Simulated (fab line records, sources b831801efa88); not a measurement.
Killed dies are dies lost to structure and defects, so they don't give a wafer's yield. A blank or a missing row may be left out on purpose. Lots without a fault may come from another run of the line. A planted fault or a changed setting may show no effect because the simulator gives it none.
Which tool did it? | flow gf180mcu | 13 lots, 39 wafers sampled, at 4 steps of a route of 602

WHAT THE GAUGES READ, wafer by wafer
GF_NWELL_TW_MEAS_11.
lot  | measured    | on            | NWELL_TW
L225 | day 3 13:43 | film_metro-03 | 1561 1567 1567
L226 | day 3 17:23 | film_metro-02 | 1581 1577 1570
L229 | day 4 10:26 | film_metro-04 | 1578 1578 1585
L230 | day 4 16:58 | film_metro-04 | 1571 1583 1578
L231 | day 5 00:38 | film_metro-04 | 1582 1585 1586
L232 | day 5 03:47 | film_metro-03 | 1552 1560 1556
L233 | day 5 10:44 | film_metro-02 | 1567 1573 1569
L234 | day 5 14:42 | film_metro-04 | 1439 1433 1438 1437 1444 1432
L237 | day 6 06:06 | film_metro-03 | 1411 1410 1409 1414 1410 1405
L242 | day 7 17:10 | film_metro-04 | 1590 1590 1588
L244 | day 7 20:11 | film_metro-04 | 1590 1593 1587
L247 | day 8 12:35 | film_metro-03 | 1554 1543 1556
L246 | day 8 14:04 | film_metro-02 | 1573 1574 1574

GF_VT_IMPLANT_RS_MEAS_47: measures by four-point-probe.
lot  | measured     | on            | NWELL_RS (ohm/sq)
L225 | day 7 17:40  | film_metro-03 | 488.0 486.3 489.1
L226 | day 8 00:23  | film_metro-04 | 488.9 487.7 488.7
L229 | day 8 20:44  | film_metro-03 | 485.8 487.3 486.9
L230 | day 9 04:12  | film_metro-02 | 488.0 487.3 488.4
L231 | day 9 14:47  | film_metro-02 | 487.7 488.1 488.8
L232 | day 9 18:10  | film_metro-04 | 489.8 488.5 489.6
L233 | day 10 02:11 | film_metro-03 | 489.4 488.0 489.1
L234 | day 10 07:48 | film_metro-03 | 592.6 593.5 594.6 592.3 593.7 595.5
L237 | day 11 05:20 | film_metro-03 | 592.5 595.0 594.9 593.2 593.9 594.5
L242 | day 12 23:24 | film_metro-03 | 485.5 485.7 485.8
L244 | day 13 04:07 | film_metro-03 | 486.3 486.5 487.3
L247 | day 13 22:39 | film_metro-04 | 490.3 489.3 490.3
L246 | day 14 02:01 | film_metro-04 | 488.4 487.3 488.7

GF_V1_CD_MEAS_14: target cd 260 nm.
lot  | measured     | on        | cd_nm (nm)
L225 | day 18 03:34 | cd_sem-02 | 258.2 257.5 257.5
L226 | day 18 16:47 | cd_sem-01 | 260.0 258.5 259.2
L229 | day 19 19:52 | cd_sem-02 | 259.7 259.4 259.3
L230 | day 20 11:31 | cd_sem-02 | 257.7 258.8 258.0
L231 | day 21 01:52 | cd_sem-02 | 256.8 259.8 258.0
L232 | day 21 08:10 | cd_sem-02 | 261.6 260.9 260.8
L233 | day 21 17:40 | cd_sem-01 | 259.5 260.0 260.3
L242 | day 24 20:39 | cd_sem-02 | 260.9 260.9 260.0
L244 | day 25 04:59 | cd_sem-01 | 259.3 257.5 259.5
L247 | day 26 00:49 | cd_sem-01 | 259.6 258.9 259.3
L246 | day 26 04:25 | cd_sem-02 | 258.9 259.6 260.0

WHICH TOOL RAN EACH LOT (tool, then ch and the chambers of the sampled wafers, then the start)
lot  | GF_NWELL_IMPLANT_08
L225 | implanter-04 ch 0, day 3 13:19
L226 | implanter-01 ch 0, day 3 16:59
L229 | implanter-01 ch 0, day 4 10:02
L230 | implanter-01 ch 0, day 4 16:34
L231 | implanter-04 ch 0, day 5 00:14
L232 | implanter-01 ch 0, day 5 03:23
L233 | implanter-03 ch 0, day 5 10:20
L234 | implanter-01 ch 0, day 5 14:18
L237 | implanter-01 ch 0, day 6 05:42
L242 | implanter-04 ch 0, day 7 16:46
L244 | implanter-04 ch 0, day 7 19:47
L247 | implanter-01 ch 0, day 8 12:13
L246 | implanter-01 ch 0, day 8 13:42
- GF_NWELL_IMPLANT_08

WHAT THE TOOLS THEMSELVES READ (means of the sampled wafers that have a number; where no wafer has one, the mark that the record gives instead)
GF_NWELL_IMPLANT_08.
lot  | tool         | dose_ions_cm2 | faraday_current_uA | tilt_deg (degrees)
L225 | implanter-04 | 1.4999e+13    | 85.9               | 0.002
L226 | implanter-01 | 1.4994e+13    | 86.0               | 0.002
L229 | implanter-01 | 1.5019e+13    | 85.1               | -0.008
L230 | implanter-01 | 1.5018e+13    | 86.3               | 0.028
L231 | implanter-04 | 1.5016e+13    | 84.7               | 0.016
L232 | implanter-01 | 1.4993e+13    | 83.6               | 0.011
L233 | implanter-03 | 1.5008e+13    | 83.7               | -0.012
L234 | implanter-01 | 1.0309e+13    | 59.6               | -0.008
L237 | implanter-01 | 1.0289e+13    | 58.4               | 0.009
L242 | implanter-04 | 1.4956e+13    | 84.8               | 0.004
L244 | implanter-04 | 1.5007e+13    | 83.9               | -0.011
L247 | implanter-01 | 1.5001e+13    | 85.8               | 0.002
L246 | implanter-01 | 1.4999e+13    | 84.0               | -0.008

THE ANSWER, worked out from the rows above alone
Rule: what is usual is taken from the lots themselves. Put in order of their means at a reading, lots are off if they are a third of the lots or fewer, leave a main group of 4 or more, and stand apart from it by a gap of 3 or more times the standard deviation of the main group's means; of several such gaps the widest counts. A main group whose means are all the same, to the digits that the tables above print for the reading, isn't used. A lot without any number at a reading at which 4 lots or more have one is off too. The other lots that the step has rows for count as sound. The gauges are gone through in route order, then the tools' own readings, and for those a lot's mean is taken as printed above. The first step at which some lot is off is used, and at that step the reading that is off furthest; a lot without a number counts as furthest.
Off: L234, L237, at GF_NWELL_TW_MEAS_11 (NWELL_TW). The main group: mean 1574, standard deviation 12.
A tool fits if, at a process step before that reading, it ran every lot that is off, and no sound lot after the first of them. The gauges at GF_NWELL_TW_MEAS_11 aren't tried: what is off there is off at GF_NWELL_IMPLANT_08 too, on other tools, and a gauge's error can't cause that. None of those tried fits.

WHAT THE SIMULATOR HAD PUT IN
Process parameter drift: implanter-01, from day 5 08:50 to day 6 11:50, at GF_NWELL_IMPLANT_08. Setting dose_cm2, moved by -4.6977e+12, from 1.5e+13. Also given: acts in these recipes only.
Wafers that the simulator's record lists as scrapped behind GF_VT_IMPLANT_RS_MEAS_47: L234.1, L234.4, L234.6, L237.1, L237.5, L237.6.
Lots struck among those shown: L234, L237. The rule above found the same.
